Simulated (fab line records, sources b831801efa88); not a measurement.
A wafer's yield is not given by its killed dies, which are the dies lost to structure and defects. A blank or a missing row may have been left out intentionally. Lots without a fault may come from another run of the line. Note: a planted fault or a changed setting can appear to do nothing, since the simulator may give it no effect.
fab line records -- flow sky130
record lots=5, wafers=15, last_day=50
route steps=708 shown LDD_LDN@289 PAD_OPEN@708
lots with no fault: from the same line, run without faults
start_h: hours from the record's first day to the start of the lot's first wafer shown -- wait_h: how many hours have passed since the lot's step before this one -- " same as the row above -- L1.1+2: one row covering several wafers at once -- - value missing, or start not given -- * or withheld: withheld -- < > ~ a bound
route shown NAME@n: a module of which the file shows steps, and the number in the route of the first -- usual: mean and standard deviation over wafers with no fault -- same: alike in all rows -- chamber/n: place in a boat -- sites: readings site by site -- _std_site: standard deviation of those values -- _edge_site: mean of outer sites minus mean of inner sites -- radius_mm: for every site, how far away it sits from the centre of the wafer -- mask NAME#n: copy n -- behind: the most recent tool/chamber to have shaped the wafer -- hold: why the lot was held/for how many hours/how that ended -- device: names the non-switching transistor (n, p or np) -- end of line: at the end of the route, the tests of the same wafers -- a step given without rows: its recipe and nothing more -- killed: dies that structure and defects cost at the first sort, which is not the same as the wafer's yield -- map: dies across one wafer; x = killed, . = not, _ = none there
set.NAME: the run value of the setting; set.NAME@STEP: its run value at that earlier step -- model.NAME: the simulator's own value behind a step, which no gauge read
lots at some steps of the route; a table a step, a row a wafer
services: the hour from which a tool's chamber was out of use, counted from the record's first day as start_h (under 0 if before that day), plus the number of hours and why
## steps
# step SKY_LDD_LDN_DEHYDRATE_00
# recipe temp_c=200, time_s=60
# step SKY_LDD_LDN_HMDS_01
# recipe prime_time_s=60, prime_temp_c=120
# step SKY_LDD_LDN_COAT_02
# recipe resist=NOVOLAK, spin_rpm=3000, resist_thk_nm=1140
# step SKY_LDD_LDN_SOFTBAKE_03
# recipe temp_c=90, time_s=60, resist=NOVOLAK
# step SKY_LDD_LDN_EXPOSE_04
# recipe mask_id=LDNTM, na=0.6, source_shape=conventional, sigma_outer=0.6, polarization=unpolarized, target_cd_nm=700, dose_mj=140
# step SKY_LDD_LDN_PEB_05
# recipe temp_c=withheld, time_s=*, resist=NOVOLAK
# step SKY_LDD_LDN_DEVELOP_06
# recipe resist=NOVOLAK, developer=TMAH, develop_time_s=60, dev_temp_c=23
# step SKY_LDD_LDN_OVL_MEAS_07
# usual LDD_LDN_OVL=0.4/1.5
lot.wafer,tool,chamber,start_h,wait_h,LDD_LDN_OVL[nm]
L510.1,overlay-01,-,546.18,0.1,-1.0
L510.2,overlay-01,-,546.18,0.1,0.1
L510.5,overlay-01,-,546.18,0.1,-0.7
L514.1,overlay-02,-,580.88,0.1,2.1
L514.2,overlay-02,-,580.88,0.1,0.9
L514.5,overlay-02,-,580.88,0.1,0.3
L515.2,overlay-02,-,581.73,0.1,0.9
L515.4,overlay-02,-,581.73,0.1,1.4
L515.6,overlay-02,-,581.73,0.1,1.4
L526.2,overlay-02,-,672.69,0.1,1.7
L526.3,overlay-02,-,672.69,0.1,0.7
L526.6,overlay-02,-,672.69,0.1,1.5
L531.1,overlay-01,-,716.72,0.1,1.6
L531.2,overlay-01,-,716.72,0.1,1.8
L531.4,overlay-01,-,716.72,0.1,2.0
# step SKY_LDD_LDN_IMPLANT_08
# recipe species=As, energy_kev=15, dose_cm2=1.25e+13, tilt_deg=withheld, rotation_deg=23
# step SKY_LDD_LDN_IMPLANT_09
# recipe species=As, energy_kev=15, dose_cm2=1.25e+13, tilt_deg=withheld, rotation_deg=113
# step SKY_LDD_LDN_IMPLANT_10
# recipe species=As, energy_kev=15, dose_cm2=1.25e+13, tilt_deg=withheld, rotation_deg=203
# step SKY_LDD_LDN_IMPLANT_11
# recipe species=As, energy_kev=15, dose_cm2=1.25e+13, tilt_deg=withheld, rotation_deg=293
# step SKY_LDD_LDN_STRIP_12
# recipe chemistry=O2/N2, power_w=1400, pressure_mtorr=1500, platen_temp_c=withheld, o2_flow_sccm=3000, n2_flow_sccm=300, overash_fraction=0.5
# usual drypump_motor_current_A=5.7/0.41, oes_product_au=0.715/0.0043, strip_time_to_endpoint_s=14.15/0.032
lot.wafer,tool,chamber,start_h,wait_h,drypump_motor_current_A,oes_product_au,rf_hours_counter_h,strip_time_to_endpoint_s,model.NOVOLAK_of_LDD_LDN_COAT_02.thk_nm
L510.1,plasma_asher-03,1,546.82,0.1,5.2,0.712,74,14.12,0
L510.2,plasma_asher-03,0,546.82,0.1,6.2,0.716,74,14.15,0
L510.5,plasma_asher-03,1,546.82,0.1,5.2,0.717,-,14.13,0
L514.1,plasma_asher-02,1,581.52,0.1,6.1,0.716,47,14.12,0
L514.2,plasma_asher-02,0,581.52,0.1,5.3,0.710,47,14.14,0
L514.5,plasma_asher-02,0,581.52,0.1,5.3,0.719,-,14.15,0
L515.2,plasma_asher-02,0,582.36,0.1,5.3,0.947,47,-,381
L515.4,plasma_asher-02,0,582.36,0.1,5.3,0.942,-,-,380.2
L515.6,plasma_asher-02,0,582.36,0.1,5.2,0.937,-,-,381.9
L526.2,plasma_asher-01,1,673.32,0.1,5.9,0.723,93,14.19,0
L526.3,plasma_asher-01,0,673.32,0.1,5.7,0.710,-,14.16,0
L526.6,plasma_asher-01,0,673.32,0.1,5.7,0.719,-,14.14,0
L531.1,plasma_asher-01,1,717.36,0.1,5.9,0.712,97,14.14,0
L531.2,plasma_asher-01,0,717.36,0.1,5.7,0.714,97,14.14,0
L531.4,plasma_asher-01,1,717.36,0.1,5.9,0.719,-,14.16,0
# step SKY_LDD_LDN_TW_MEAS_13
# usual LDD_LDN_TW=1496/6.7
lot.wafer,tool,chamber,start_h,wait_h,LDD_LDN_TW
L510.1,film_metro-02,-,546.92,0.1,1503
L510.2,film_metro-02,-,546.92,0.1,1498
L510.5,film_metro-02,-,546.92,0.1,1500
L514.1,film_metro-02,-,581.62,0.1,1487
L514.2,film_metro-02,-,581.62,0.1,1478
L514.5,film_metro-02,-,581.62,0.1,1482
L515.2,film_metro-01,-,582.47,0.1,1502
L515.4,film_metro-01,-,582.47,0.1,1503
L515.6,film_metro-01,-,582.47,0.1,1491
L526.2,film_metro-02,-,673.43,0.1,1499
L526.3,film_metro-02,-,673.43,0.1,1501
L526.6,film_metro-02,-,673.43,0.1,1494
L531.1,film_metro-04,-,717.46,0.1,1488
L531.2,film_metro-04,-,717.46,0.1,1494
L531.4,film_metro-04,-,717.46,0.1,1489
# step SKY_PAD_OPEN_PROBE_99
# usual killed_at_M0_to_M3=44/7.2, killed_at_M4_up=3.1/1.7, killed_at_contacts=25/5.1, killed_at_front_end=14/4.6, killed_at_other=0.3/0.59, killed_dies=86/9.6, killed_on_rim=17/4.1, killed_open=47/7.4, killed_short=39/6
# same gross_dies=492, killed_at_back_side=0
lot.wafer,tool,chamber,start_h,wait_h,hold,killed_at_M0_to_M3,killed_at_M4_up,killed_at_contacts,killed_at_front_end,killed_at_other,killed_dies,killed_on_rim,killed_open,killed_short
L510.1,prober-02,-,1086.87,0.1,-,43,2,28,16,0,89,18,49,40
L510.2,prober-02,-,1086.92,0.1,-,27,2,27,19,0,75,11,37,38
L510.5,prober-02,-,1087.07,0.2,-,39,6,25,17,0,87,17,53,34
L514.1,prober-02,-,1109.70,0.1,-,49,3,21,14,0,87,25,46,41
L514.2,prober-02,-,1109.75,0.1,-,46,3,27,4,0,80,22,52,28
L514.5,prober-02,-,1109.90,0.2,-,38,1,24,10,0,73,12,31,42
L515.2,prober-01,-,1112.65,0.1,await_dispo/4.1h/scrap,54,3,24,411,0,492,96,45,49
L515.4,prober-01,-,1112.75,0.2,await_dispo/4.1h/scrap,25,4,23,440,0,492,96,35,35
L515.6,prober-01,-,1112.85,0.2,await_dispo/4.1h/scrap,44,1,24,423,0,492,96,45,36
L531.1,prober-02,-,1195.45,0.1,-,42,4,34,16,1,97,15,51,46
L531.2,prober-02,-,1195.50,0.1,-,38,5,19,15,0,77,16,37,40
L531.4,prober-02,-,1195.60,0.2,-,39,4,21,19,0,83,20,42,41
# killed by level:class
L510.1 LI_CONTACT:geometric_particle:open=8 VIA2:geometric_particle:open=7 VIA3:geometric_particle:open=7 POLY_GATE:geometric_particle:open=6 CONTACT:geometric_particle:open=6 FIELD_ISO:geometric_particle:open=5 CONTACT:geometric_particle:short=5 METAL1:geometric_particle:short=5
L510.2 CONTACT:geometric_particle:open=8 LI_CONTACT:geometric_particle:open=7 CONTACT:geometric_particle:short=7 VIA1:geometric_particle:open=6 FIELD_ISO:geometric_particle:open=5 POLY_GATE:geometric_particle:open=5 METAL1:geometric_particle:short=5 LOCAL_INTERCONNECT:geometric_particle:short=4
L510.5 CONTACT:geometric_particle:open=12 VIA1:geometric_particle:open=11 VIA3:geometric_particle:open=9 POLY_GATE:geometric_particle:short=6 LI_CONTACT:geometric_particle:open=6 METAL4:geometric_particle:short=5 VIA1:geometric_particle:short=5 FIELD_ISO:geometric_particle:short=4
L514.1 VIA1:geometric_particle:open=11 CONTACT:geometric_particle:open=8 METAL2:geometric_particle:short=7 FIELD_ISO:geometric_particle:open=6 VIA2:geometric_particle:open=6 CONTACT:geometric_particle:short=5 VIA2:geometric_particle:short=5 VIA1:geometric_particle:short=4
L514.2 CONTACT:geometric_particle:open=16 VIA1:geometric_particle:open=11 VIA2:geometric_particle:open=9 LI_CONTACT:geometric_particle:open=6 METAL2:geometric_particle:short=6 METAL3:geometric_particle:short=5 VIA3:geometric_particle:open=5 METAL1:geometric_particle:short=4
L514.5 CONTACT:geometric_particle:short=8 VIA1:geometric_particle:open=7 LI_CONTACT:geometric_particle:open=6 CONTACT:geometric_particle:open=6 METAL1:geometric_particle:short=6 METAL3:geometric_particle:short=5 VIA3:geometric_particle:open=5 VIA1:geometric_particle:short=5
L515.2 SPACER:area_cvd=398 METAL1:geometric_particle:short=12 VIA3:geometric_particle:open=8 VIA1:geometric_particle:open=8 CONTACT:geometric_particle:open=7 VIA2:geometric_particle:open=6 LI_CONTACT:geometric_particle:short=5 LI_CONTACT:geometric_particle:open=5
L515.4 SPACER:area_cvd=422 CONTACT:geometric_particle:open=10 FIELD_ISO:geometric_particle:open=6 LI_CONTACT:geometric_particle:short=6 VIA1:geometric_particle:open=6 CONTACT:geometric_particle:short=5 METAL4:geometric_particle:short=4 POLY_GATE:geometric_particle:open=3
L515.6 SPACER:area_cvd=411 METAL2:geometric_particle:short=9 CONTACT:geometric_particle:open=9 METAL1:geometric_particle:short=9 LI_CONTACT:geometric_particle:open=8 VIA1:geometric_particle:open=6 POLY_GATE:geometric_particle:open=4 VIA2:geometric_particle:open=4
L531.1 CONTACT:geometric_particle:open=13 LI_CONTACT:geometric_particle:open=10 METAL1:geometric_particle:short=10 LOCAL_INTERCONNECT:geometric_particle:short=7 VIA3:geometric_particle:open=6 VIA1:geometric_particle:open=5 VIA2:geometric_particle:open=5 VIA2:geometric_particle:short=4
L531.2 LI_CONTACT:geometric_particle:open=9 VIA2:geometric_particle:open=8 VIA3:geometric_particle:short=7 POLY_GATE:geometric_particle:short=5 METAL2:geometric_particle:short=5 POLY_GATE:geometric_particle:open=4 CONTACT:geometric_particle:open=4 METAL1:geometric_particle:short=4
L531.4 LI_CONTACT:geometric_particle:open=11 METAL1:geometric_particle:short=8 VIA1:geometric_particle:open=8 POLY_GATE:geometric_particle:short=7 VIA1:geometric_particle:short=7 VIA2:geometric_particle:open=6 FIELD_ISO:geometric_particle:open=5 METAL4:geometric_particle:short=4
# map L515.2 (x killed, . not)
__________xxxxxxxxxx_________
________xxxxxxxxxxxxxx_______
______xxxxxxxxxxxxxxxxxx_____
_____xxxxxxxxxxxxxxxxxxxx____
____xxxxxxxxxxxxxxxxxxxxxx___
___xxxxxxxxxxxxxxxxxxxxxxxx__
__xxxxxxxxxxxxxxxxxxxxxxxxxx_
_xxxxxxxxxxxxxxxxxxxxxxxxxxxx
_xxxxxxxxxxxxxxxxxxxxxxxxxxxx
_xxxxxxxxxxxxxxxxxxxxxxxxxxxx
_xxxxxxxxxxxxxxxxxxxxxxxxxxxx
_xxxxxxxxxxxxxxxxxxxxxxxxxxxx
_xxxxxxxxxxxxxxxxxxxxxxxxxxxx
_xxxxxxxxxxxxxxxxxxxxxxxxxxxx
_xxxxxxxxxxxxxxxxxxxxxxxxxxxx
__xxxxxxxxxxxxxxxxxxxxxxxxxx_
___xxxxxxxxxxxxxxxxxxxxxxxx__
____xxxxxxxxxxxxxxxxxxxxxx___
_____xxxxxxxxxxxxxxxxxxxx____
______xxxxxxxxxxxxxxxxxx_____
________xxxxxxxxxxxxxx_______
__________xxxxxxxxxx_________
# map L514.1 (x killed, . not)
__________xxx.....x._________
________.............._______
______....x...........x._____
_____.......x...x......x.____
____.....x.x.........x..x.___
___.x.x.......x.xx....x...x__
__....x...x................._
_xx..........x.xx....x......x
_x.........x.x...............
_..........x.xx.x............
_...x.......xx...............
_.x.xx.x..x........x...x.....
_x..x.......xx........x......
_..x...........x.......xx.x..
_..................x.x.x.....
__.x.......x..x.x..x......x._
___..........xxx...x....xx.__
____....x.x.......x.x.....___
_____xx..x.....x...x....x____
______.................._____
________.x...x........_______
__________..x.x...xx_________
## services
tool,chamber,start_h,hours,kind
plasma_asher-01,-,567.95,15.6,pm
plasma_asher-03,-,568.30,0.4,repair
plasma_asher-01,-,639.65,21.7,repair
plasma_asher-02,-,685.19,8.8,repair
plasma_asher-02,-,712.78,1.4,repair
## key
first_sign step=SKY_LDD_LDN_STRIP_12, reading=oes_product_au, direction=up, sigmas=53, usual=0.715, struck=0.942
effect step=SKY_PAD_OPEN_PROBE_99, reading=killed_at_front_end, direction=up, sigmas=89, usual=14, struck=425
model_effect step=SKY_LDD_LDN_STRIP_12, value=NOVOLAK_of_LDD_LDN_COAT_02.thk_nm, without=0, struck=381
more_kills_born_at SKY_SPACER_CVD_00@lpcvd-02=1231
met_at SKY_LDD_LDN_STRIP_12
struck_wafers L515.2,L515.4,L515.6
later_rows_left_out L515.2,L515.4,L515.6
tester_left_out L515
onset_between 581.52 582.36
fault kind=strip_aborted, tool=plasma_asher-02, chamber=-, onset_h=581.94, steps=SKY_LDD_LDN_STRIP_12, offset=0.60761, end_h=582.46
# tester_left_out: of these lots the tester's yield and bins aren't shown, on N5 and GAA mostly nor the transistor test; their killed dies are dies lost to structure and defects alone, not to doping, threshold or leakage, so they don't give the yield
# later_rows_left_out: the simulator's readings of these wafers behind a module that went badly wrong aren't trusted and aren't shown, but for the sort
